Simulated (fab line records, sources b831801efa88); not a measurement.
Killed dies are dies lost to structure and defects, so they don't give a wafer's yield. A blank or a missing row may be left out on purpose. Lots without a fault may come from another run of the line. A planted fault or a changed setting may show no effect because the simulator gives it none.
fab line records | flow sky130
record lots=6 wafers=18 last_day=50
route steps=708 shown VIA1@481 METAL2@483 PAD_OPEN@708
lots that met no fault: from a run of the same line without faults
start_h: hours from the record's first day to the start of the lot's first wafer shown | wait_h: hours since the lot's step before | " the same as in the row above | L1.1+2: a row that stands for several wafers | - no value, or no start given | * or withheld: withheld | < > ~ a bound
route shown NAME@n: a module of which the file shows steps, and the number in the route of the first | usual: mean/standard deviation of fault-free wafers | same: alike in all rows | chamber/n: place in a boat | sites: the reading at each site | _std_site: their standard deviation | _edge_site: outer sites' mean less inner sites' | radius_mm: how far each site lies from the wafer's centre | mask NAME#n: copy n | behind: the tool/chamber that last shaped the wafer | hold: why the lot was held/for how many hours/how that ended | device: the transistor (n, p or np) that didn't switch | end of line: the same wafers' tests at the end of the route | a step without rows: its recipe alone | killed: dies lost to structure and defects at the first sort, not the wafer's yield | map: a wafer's dies, x killed, . not, _ none there
set.NAME: the setting as run; set.NAME@STEP: as run at that earlier step | model.NAME: the simulator's own value behind a step, which no gauge read
lots at some steps of the route; a table a step, a row a wafer
services: from which hour (start_h, from the record's first day; less than 0 if before it) a tool's chamber was out of use, for how many hours, and why
## steps
# step SKY_VIA1_THK_MEAS_23
# recipe thk_meas_gauge=xrf reads=W_of_VIA1_CVD_21
# usual VIA1_W_THK=270/3.8
# columns lot.wafer tool chamber start_h wait_h VIA1_W_THK[nm]
L642.3 film_metro-02 - 814.53 0.1 270
L642.4 " - " " 279
L642.6 " - " " 278
L651.2 film_metro-01 - 879.85 0.1 275
L651.4 " - " " 268
L651.6 " - " " 266
L656.1 film_metro-02 - 925.05 0.1 270
L656.2 " - " " 268
L656.5 " - " " 271
L657.2 film_metro-02 - 925.41 0.1 268
L657.3 " - " " 270
L657.6 " - " " 270
L659.1 film_metro-01 - 938.63 0.1 274
L659.2 " - " " 271
L659.5 " - " " 273
L663.1 film_metro-03 - 975.00 0.1 270
L663.2 " - " " 271
L663.6 " - " " 269
# step SKY_VIA1_CMP_24
# recipe stop_on=SiO2 t_overpolish_s=15 down_force_psi=3.5 platen_rpm=60 target_thk_nm=0 pad_velocity_m_s=0.94248
# step SKY_METAL2_SPUTTER_00
# recipe material=Ti target_thk_nm=15 power_w=3000 time_s=10 chamber_pressure_pa=0.4
# step SKY_METAL2_SPUTTER_01
# recipe material=TiN target_thk_nm=20 power_w=6500 time_s=16.7 chamber_pressure_pa=0.4
# usual throttle_valve_pct=30.0/1.4
# columns lot.wafer tool chamber start_h wait_h throttle_valve_pct
L642.3 pvd_sputter-03 - 814.90 0.0 31.3
L642.4 " - " " 28.1
L642.6 " - " " 31.2
L651.2 pvd_sputter-01 - 880.22 0.0 29.1
L651.4 " - " " 30.1
L651.6 " - " " 26.5
L656.1 pvd_sputter-03 - 925.43 0.0 31.2
L656.2 " - " " 27.9
L656.5 " - " " 30.9
L657.2 pvd_sputter-01 - 925.78 0.0 26.5
L657.3 " - " " 29.1
L657.6 " - " " 26.4
L659.1 pvd_sputter-04 - 939.01 0.0 30.1
L659.2 " - " " 30.3
L659.5 " - " " 29.9
L663.1 pvd_sputter-03 - 975.38 0.0 30.9
L663.2 " - " " 28.3
L663.6 " - " " 31.5
# step SKY_METAL2_SPUTTER_02
# recipe material=AlCu target_thk_nm=250 power_w=10600 time_s=13.3 chamber_pressure_pa=0.4
# usual throttle_valve_pct=30.0/1.4
# columns lot.wafer tool chamber start_h wait_h throttle_valve_pct
L642.3 pvd_sputter-03 - 814.93 0.0 31.0
L642.4 " - " " 28.2
L642.6 " - " " 31.0
L651.2 pvd_sputter-01 - 880.25 0.0 29.3
L651.4 " - " " 30.1
L651.6 " - " " 26.7
L656.1 pvd_sputter-03 - 925.46 0.0 31.0
L656.2 " - " " 28.3
L656.5 " - " " 30.8
L657.2 pvd_sputter-01 - 925.81 0.0 26.3
L657.3 " - " " 29.3
L657.6 " - " " 26.6
L659.1 pvd_sputter-04 - 939.04 0.0 30.0
L659.2 " - " " 30.0
L659.5 " - " " 30.1
L663.1 pvd_sputter-03 - 975.41 0.0 30.7
L663.2 " - " " 28.1
L663.6 " - " " 31.5
# step SKY_METAL2_SPUTTER_03
# recipe material=Ti target_thk_nm=5 power_w=3000 time_s=3.3 chamber_pressure_pa=0.4
# step SKY_METAL2_SPUTTER_04
# recipe material=TiN target_thk_nm=70 power_w=6500 time_s=58.3 chamber_pressure_pa=0.4
# usual throttle_valve_pct=30.0/1.4
# columns lot.wafer tool chamber start_h wait_h throttle_valve_pct
L642.3 pvd_sputter-03 - 814.97 0.0 31.1
L642.4 " - " " 28.1
L642.6 " - " " 31.1
L651.2 pvd_sputter-01 - 880.29 0.0 29.3
L651.4 " - " " 29.9
L651.6 " - " " 26.4
L656.1 pvd_sputter-03 - 925.50 0.0 31.0
L656.2 " - " " 28.2
L656.5 " - " " 31.1
L657.2 pvd_sputter-01 - 925.85 0.0 26.6
L657.3 " - " " 29.3
L657.6 " - " " 26.5
L659.1 pvd_sputter-04 - 939.08 0.0 30.2
L659.2 " - " " 29.9
L659.5 " - " " 30.0
L663.1 pvd_sputter-03 - 975.45 0.0 31.0
L663.2 " - " " 28.1
L663.6 " - " " 31.7
# step SKY_METAL2_RS_MEAS_05
# recipe thk_meas_gauge=four-point-probe reads=TiN_of_METAL2_SPUTTER_04+Ti_of_METAL2_SPUTTER_03+AlCu_of_METAL2_SPUTTER_02+TiN_of_METAL2_SPUTTER_01+Ti_of_METAL2_SPUTTER_00
# usual METAL2_ALCU_RS=0.1265/0.0017
# columns lot.wafer tool chamber start_h wait_h METAL2_ALCU_RS[ohm/sq]
L642.3 film_metro-03 - 815.07 0.1 0.1265
L642.4 " - " " 0.1249
L642.6 " - " " 0.1257
L651.2 film_metro-04 - 880.36 0.0 0.1258
L651.4 " - " " 0.1241
L651.6 " - " " 0.1263
L656.1 film_metro-04 - 925.55 0.0 0.1292
L656.2 " - " " 0.1256
L656.5 " - " " 0.1267
L657.2 film_metro-03 - 925.92 0.0 0.1240
L657.3 " - " " 0.1232
L657.6 " - " " 0.1244
L659.1 film_metro-04 - 939.13 0.0 0.1247
L659.2 " - " " 0.1268
L659.5 " - " " 0.1240
L663.1 film_metro-04 - 975.50 0.0 0.1263
L663.2 " - " " 0.1245
L663.6 " - " " 0.1257
# step SKY_METAL2_THK_MEAS_06
# recipe thk_meas_gauge=xrf reads=AlCu_of_METAL2_SPUTTER_02
# usual METAL2_ALCU_THK=250/3.7
# columns lot.wafer tool chamber start_h wait_h METAL2_ALCU_THK[nm]
L642.3 film_metro-03 - 815.17 0.1 250
L642.4 " - " " 251
L642.6 " - " " 252
L651.2 film_metro-04 - 880.47 0.1 254
L651.4 " - " " 256
L651.6 " - " " 251
L656.1 film_metro-04 - 925.67 0.1 246
L656.2 " - " " 252
L656.5 " - " " 251
L657.2 film_metro-03 - 926.03 0.1 256
L657.3 " - " " 257
L657.6 " - " " 256
L659.1 film_metro-04 - 939.25 0.1 254
L659.2 " - " " 249
L659.5 " - " " 255
L663.1 film_metro-04 - 975.62 0.1 252
L663.2 " - " " 255
L663.6 " - " " 252
# step SKY_METAL2_DEHYDRATE_07
# recipe temp_c=200 time_s=60
# step SKY_METAL2_HMDS_08
# recipe prime_time_s=60 prime_temp_c=120
# step SKY_METAL2_COAT_09
# recipe resist=BARC temp_c=withheld time_s=withheld spin_rpm=3000 resist_thk_nm=60
# step SKY_METAL2_COAT_10
# recipe resist=KrF-thick spin_rpm=3000 resist_thk_nm=450
# usual exhaust_pa=45.2/0.94 resist_line_temp_C=22.98/0.12 spin_speed_rpm=3000.5/2.4
# columns lot.wafer tool chamber start_h wait_h exhaust_pa resist_line_temp_C spin_speed_rpm model.KrF-thick_of_METAL2_COAT_10.thk_nm
L642.3 litho_track-03 0 828 - 43.9 23.06 3003.6 452.1
L642.4 " 0 " " 45.7 23.17 3001.6 450.6
L642.6 " 0 " " 44.5 23.08 2998.2 451.3
L651.2 litho_track-02 0 892 - 46.3 23.05 2998.4 449.8
L651.4 " 0 " " 45.2 23.14 2995.2 451.2
L651.6 " 0 " " 46.3 23.07 3002.3 451.1
L656.1 litho_track-03 0 937 - 45.4 22.92 2996.6 451.9
L656.2 " 0 " " 46.4 23.09 3000.2 451.4
L656.5 " 0 " " 43.9 23.18 2998.1 451.2
L657.2 litho_track-02 0 937 - 44.1 23.10 2921.0 457.3
L657.3 " 0 " " 45.1 22.94 2924.5 457.6
L657.6 " 0 938 - 45.8 22.89 2924.1 456.9
L659.1 litho_track-02 0 951 - 45.8 22.91 2922.9 454.9
L659.2 " 0 " " 46.8 22.97 2925.1 455.8
L659.5 " 0 " " 48.3 23.08 2926.1 456.4
L663.1 litho_track-04 0 987 - 45.9 22.66 2998.1 450.3
L663.2 " 0 " " 45.2 22.80 3003.9 450.6
L663.6 " 0 " " 45.5 22.66 2996.9 449.4
# step SKY_METAL2_SOFTBAKE_11
# recipe temp_c=100 time_s=90 resist=KrF-thick
# step SKY_METAL2_EXPOSE_12
# recipe mask_id=MM2 na=0.8 source_shape=annular sigma_inner=0.55 sigma_outer=0.85 target_cd_nm=140 dose_mj=28
# step SKY_METAL2_PEB_13
# recipe peb_temp_c=withheld peb_time_s=withheld resist=KrF-thick
# step SKY_METAL2_DEVELOP_14
# recipe develop_time_s=60 resist=KrF-thick dev_temp_c=21
# step SKY_METAL2_CD_MEAS_15
# recipe target_cd_nm=140
# usual cd_nm=139.4/1.3
# columns lot.wafer tool chamber start_h wait_h cd_nm
L642.3 cd_sem-02 - 841.53 - 140.6
L642.4 " - " " 139.5
L642.6 " - " " 138.8
L651.2 cd_sem-02 - 905.26 - 139.3
L651.4 " - " " 138.2
L651.6 " - " " 139.9
L656.1 cd_sem-01 - 949.93 - 138.6
L656.2 " - " " 138.5
L656.5 " - " " 139.1
L657.2 cd_sem-02 - 950.51 - 139.6
L657.3 " - " " 139.0
L657.6 " - " " 138.6
L659.1 cd_sem-01 - 963.64 - 140.1
L659.2 " - " " 139.7
L659.5 " - " " 139.7
L663.1 cd_sem-01 - 999.29 - 141.4
L663.2 " - " " 140.1
L663.6 " - " " 140.4
# step SKY_METAL2_OVL_MEAS_16
# usual METAL2_OVL=1/5.4
# columns lot.wafer tool chamber start_h wait_h METAL2_OVL[nm]
L642.3 overlay-01 - 841.62 0.1 10
L642.4 " - " " 3
L642.6 " - " " 4
L651.2 overlay-02 - 905.37 0.1 -2
L651.4 " - " " -7
L651.6 " - " " 4
L656.1 overlay-02 - 950.05 0.1 -9
L656.2 " - " " -1
L656.5 " - " " -8
L657.2 overlay-02 - 950.62 0.1 -3
L657.3 " - " " -6
L657.6 " - " " 1
L659.1 overlay-01 - 963.76 0.1 -1
L659.2 " - " " -4
L659.5 " - " " 4
L663.1 overlay-02 - 999.41 0.1 2
L663.2 " - " " 2
L663.6 " - " " 5
# step SKY_METAL2_DESCUM_17
# recipe chemistry=O2 source_power_w=150 bias_power_w=0 pressure_mtorr=10 temp_c=40 time_s=8
# usual drypump_motor_current_A=5.9/0.49 oes_product_au=1.000/0.011
# columns lot.wafer tool chamber start_h wait_h drypump_motor_current_A oes_product_au rf_hours_counter_h
L642.3 rie_metal-02 0 841.66 0.0 5.8 1.006 -
L642.4 " 1 " " 5.5 1.007 -
L642.6 " 1 " " 5.4 1.015 -
L651.2 rie_metal-02 1 905.40 0.0 5.4 1.004 14
L651.4 " 1 " " 5.5 1.010 -
L651.6 " 0 " " 5.8 0.987 -
L656.1 rie_metal-04 0 950.09 0.0 6.8 0.997 5
L656.2 " 1 " " 5.6 1.017 9
L656.5 " 0 " " 6.8 0.994 -
L657.2 rie_metal-02 1 950.65 0.0 5.5 1.003 16
L657.3 " 0 " " 5.8 0.979 -
L657.6 " 0 " " 5.8 0.984 -
L659.1 rie_metal-03 0 963.80 0.0 5.6 1.009 6
L659.2 " 1 " " 5.4 0.984 10
L659.5 " 1 " " 5.4 0.980 -
L663.1 rie_metal-04 1 999.49 0.1 5.6 1.000 11
L663.2 " 0 " " 6.8 1.003 7
L663.6 " 1 " " 5.6 1.006 -
# step SKY_METAL2_ETCH_18
# recipe chemistry=N2/H2 target=BARC ion_energy_ev=200 bias_w=100 pressure_mtorr=30 n2_flow_sccm=100 h2_flow_sccm=200 icp_w=500 stop_on=SiO2 time_s=45.9 target_depth_a=600
# usual drypump_motor_current_A=5.9/0.49 oes_product_au=0.855/0.0046 throttle_valve_pct=13.225/0.0091
# columns lot.wafer tool chamber start_h wait_h drypump_motor_current_A oes_product_au rf_hours_counter_h throttle_valve_pct model.KrF-thick_of_METAL2_COAT_10.thk_nm
L642.3 rie_metal-02 0 841.70 0.0 5.8 0.851 - 13.231 395.1
L642.4 " 1 " " 5.5 0.864 - 13.228 392.8
L642.6 " 1 " " 5.5 0.852 - 13.234 393.7
L651.2 rie_metal-02 1 905.43 0.0 5.5 0.850 14 13.221 391.9
L651.4 " 1 " " 5.5 0.850 - 13.211 392.9
L651.6 " 0 " " 5.8 0.861 - 13.236 394.6
L656.1 rie_metal-04 0 950.12 0.0 6.7 0.861 5 13.222 394.7
L656.2 " 1 " " 5.7 0.856 9 13.218 392.9
L656.5 " 0 " " 6.8 0.848 - 13.228 393.9
L657.2 rie_metal-02 1 950.68 0.0 5.5 0.853 16 13.233 399.6
L657.3 " 0 " " 5.9 0.850 - 13.239 400.9
L657.6 " 0 " " 5.9 0.851 - 13.228 400.3
L659.1 rie_metal-03 0 963.83 0.0 5.7 0.853 6 13.228 397.7
L659.2 " 1 " " 5.5 0.857 10 13.225 400.1
L659.5 " 1 " " 5.5 0.847 - 13.229 400.5
L663.1 rie_metal-04 1 999.52 0.0 5.6 0.853 11 13.235 392.5
L663.2 " 0 " " 6.8 0.852 7 13.227 393.6
L663.6 " 1 " " 5.6 0.855 - 13.229 391.9
# step SKY_METAL2_METAL_ETCH_19
# recipe target_depth_a=3600 stop_on=SiO2 over_etch_frac=0.3 time_s=78 chemistry=Cl2/BCl3 resist_sidewall_deg=88 pressure_mtorr=10 icp_w=900 bias_w=48.5 Cl2_flow_sccm=60 bcl3_flow_sccm=30
# usual drypump_motor_current_A=5.9/0.49 oes_product_au=0.854/0.0069 throttle_valve_pct=22.264/0.0087
# columns lot.wafer tool chamber start_h wait_h drypump_motor_current_A oes_product_au rf_hours_counter_h throttle_valve_pct
L642.3 rie_metal-02 0 841.77 0.1 5.8 0.863 - 22.266
L642.4 " 1 " " 5.4 0.854 - 22.261
L642.6 " 1 " " 5.5 0.858 - 22.266
L651.2 rie_metal-02 1 905.49 0.0 5.5 0.862 15 22.255
L651.4 " 1 " " 5.5 0.862 - 22.280
L651.6 " 0 " " 5.8 0.854 - 22.259
L656.1 rie_metal-04 0 950.18 0.0 6.7 0.849 5 22.268
L656.2 " 1 " " 5.6 0.868 9 22.265
L656.5 " 0 " " 6.8 0.852 - 22.267
L657.2 rie_metal-02 1 950.74 0.0 5.5 0.865 16 22.262
L657.3 " 0 " " 5.9 0.855 - 22.275
L657.6 " 0 " " 5.8 0.860 - 22.252
L659.1 rie_metal-03 0 963.89 0.0 5.7 0.864 6 22.260
L659.2 " 1 " " 5.4 0.849 10 22.261
L659.5 " 1 " " 5.4 0.858 - 22.262
L663.1 rie_metal-04 1 999.58 0.0 5.6 0.860 11 22.268
L663.2 " 0 " " 6.7 0.862 7 22.265
L663.6 " 1 " " 5.6 0.853 - 22.273
# step SKY_PAD_OPEN_PROBE_99
# usual defect_limited_yield=82.5/2 killed_at_M0_to_M3=43/6.8 killed_at_M4_up=3.3/2.1 killed_at_contacts=24/5 killed_at_front_end=15/4.4 killed_at_other=0.3/0.57 killed_dies=86/9.7 killed_on_rim=17/3.6 killed_open=47/7.3 killed_short=39/6.1 sort_bin_3_pad_short=0.8/0.38 sort_bin_5_function=10.5/1.5 sort_bin_6_memory=6.2/1.1 sort_n_pass=406/9.7 sort_yield_pct=82.5/2
# same gross_dies=492 killed_at_back_side=0 sort_bin_4_leakage[%]=0 sort_bin_8_speed[%]=0
# columns lot.wafer tool chamber start_h wait_h defect_limited_yield[%] killed_at_M0_to_M3 killed_at_M4_up killed_at_contacts killed_at_front_end killed_at_other killed_dies killed_on_rim killed_open killed_short sort_bin_3_pad_short[%] sort_bin_5_function[%] sort_bin_6_memory[%] sort_n_pass sort_yield_pct[%]
L656.1 prober-02 - 1175.36 0.1 81.7 48 2 30 10 0 90 18 52 38 0.6 12.8 4.9 402 81.7
L656.2 prober-02 - 1175.41 0.1 83.7 39 5 20 16 0 80 21 42 38 0.8 9.1 6.3 412 83.7
L656.5 prober-02 - 1175.56 0.2 79.3 57 3 22 20 0 102 19 54 48 1.2 12.8 6.7 390 79.3
L657.2 prober-01 - 1175.68 0.1 85.2 31 4 24 14 0 73 15 46 27 0.6 7.7 6.5 419 85.2
L657.3 prober-01 - 1175.73 0.2 81.9 41 4 19 25 0 89 11 47 41 0.4 10.2 7.5 403 81.9
L657.6 prober-01 - 1175.88 0.2 81.9 48 3 22 16 0 89 15 48 41 1.0 10.0 7.1 403 81.9
L659.1 prober-02 - 1185.24 0.1 79.3 56 4 24 18 0 102 24 49 53 1.4 11.8 7.5 390 79.3
L659.2 prober-02 - 1185.29 0.1 83.1 47 3 24 9 0 83 17 46 37 0.6 8.9 7.3 409 83.1
L659.5 prober-02 - 1185.44 0.2 78.3 44 3 44 16 0 107 10 55 48 0.8 14.0 6.9 385 78.3
# killed by level:class
L656.1 VIA1:geometric_particle:open=15 VIA3:geometric_particle:open=11 LI_CONTACT:geometric_particle:open=8 CONTACT:geometric_particle:open=7 VIA3:geometric_particle:short=7 CONTACT:geometric_particle:short=6 LOCAL_INTERCONNECT:geometric_particle:short=5 POLY_GATE:geometric_particle:short=3
L656.2 FIELD_ISO:geometric_particle:open=7 VIA3:geometric_particle:open=7 CONTACT:geometric_particle:open=6 METAL3:geometric_particle:short=5 LI_CONTACT:geometric_particle:open=5 VIA1:geometric_particle:open=5 VIA1:geometric_particle:short=5 POLY_GATE:geometric_particle:open=4
L656.5 VIA1:geometric_particle:open=11 VIA3:geometric_particle:open=10 METAL1:geometric_particle:short=9 VIA2:geometric_particle:open=9 METAL2:geometric_particle:short=6 LI_CONTACT:geometric_particle:open=5 CONTACT:geometric_particle:open=5 VIA1:geometric_particle:short=5
L657.2 VIA1:geometric_particle:open=9 LI_CONTACT:geometric_particle:open=9 CONTACT:geometric_particle:open=8 METAL1:geometric_particle:short=5 VIA2:geometric_particle:open=5 POLY_GATE:geometric_particle:open=4 POLY_GATE:geometric_particle:short=4 LOCAL_INTERCONNECT:geometric_particle:short=4
L657.3 VIA1:geometric_particle:open=10 POLY_GATE:geometric_particle:open=6 LOCAL_INTERCONNECT:geometric_particle:short=6 VIA2:geometric_particle:open=6 VIA3:geometric_particle:open=6 METAL2:geometric_particle:short=5 POLY_GATE:geometric_particle:short=4 CONTACT:geometric_particle:short=4
L657.6 VIA1:geometric_particle:open=12 LI_CONTACT:geometric_particle:open=9 VIA2:geometric_particle:open=9 METAL2:geometric_particle:short=7 METAL1:geometric_particle:short=5 VIA3:geometric_particle:open=5 LOCAL_INTERCONNECT:geometric_particle:short=4 CONTACT:geometric_particle:open=4
L659.1 VIA1:geometric_particle:open=11 LI_CONTACT:geometric_particle:open=9 VIA1:geometric_particle:short=9 POLY_GATE:geometric_particle:short=7 CONTACT:geometric_particle:open=7 METAL1:geometric_particle:short=7 METAL2:geometric_particle:short=6 POLY_GATE:geometric_particle:open=6
L659.2 CONTACT:geometric_particle:open=14 VIA1:geometric_particle:open=10 METAL1:geometric_particle:short=7 VIA2:geometric_particle:open=7 VIA1:geometric_particle:short=5 CONTACT:geometric_particle:short=4 POLY_GATE:geometric_particle:short=3 LI_CONTACT:geometric_particle:open=3
L659.5 CONTACT:geometric_particle:open=14 VIA1:geometric_particle:open=12 LI_CONTACT:geometric_particle:open=10 LOCAL_INTERCONNECT:geometric_particle:short=8 CONTACT:geometric_particle:short=8 VIA2:geometric_particle:open=6 POLY_GATE:geometric_particle:short=5 VIA1:geometric_particle:short=5
## services
# columns tool chamber start_h hours kind
rie_metal-03 - 805.21 2.6 repair
rie_metal-04 - 818.16 14.6 pm
rie_metal-04 0 833.11 7.9 repair
pvd_sputter-04 - 833.94 1.9 repair
rie_metal-03 - 848.11 0.2 repair
rie_metal-04 0 848.79 24.9 repair
rie_metal-02 0 849.45 - clean
rie_metal-02 0 849.45 15.2 scheduled_down
rie_metal-02 0 849.45 15.2 vent_cycle
rie_metal-04 - 857.75 1.4 pm
pvd_sputter-01 - 866.96 4.5 repair
pvd_sputter-04 - 876.63 1.0 repair
pvd_sputter-03 1 881.85 - consumable_replace:kit
pvd_sputter-03 1 881.85 18.0 scheduled_down
pvd_sputter-03 1 881.85 18.0 vent_cycle
pvd_sputter-04 - 927.67 9.4 repair
pvd_sputter-01 - 928.76 1.2 repair
pvd_sputter-01 3 944.86 - consumable_replace:kit
pvd_sputter-01 3 944.86 18.0 scheduled_down
pvd_sputter-04 - 945.56 3.0 repair
rie_metal-04 - 951.85 13.3 repair
pvd_sputter-03 0 975.50 - consumable_replace:kit
pvd_sputter-03 0 975.50 18.0 scheduled_down
pvd_sputter-03 0 975.50 18.0 vent_cycle
## key
first_sign step=SKY_METAL2_COAT_10 reading=spin_speed_rpm direction=down sigmas=32 usual=3000.5 struck=2924.0
effect none on later readings
model_effect step=SKY_METAL2_COAT_10 value=KrF-thick_of_METAL2_COAT_10.thk_nm without=450.6 struck=456.5
model_effect step=SKY_METAL2_ETCH_18 value=KrF-thick_of_METAL2_COAT_10.thk_nm without=393.9 struck=399.9
met_at SKY_METAL2_COAT_10
struck_wafers L657.2,L657.3,L657.6,L659.1,L659.2,L659.5
onset_between 892 937
fault kind=process_parameter_drift tool=litho_track-02 chamber=- onset_h=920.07 steps=SKY_METAL2_COAT_10 channel=spin_rpm offset=-77.711 shape=step end_h=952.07 acts_in=these_recipes_only stated=3000
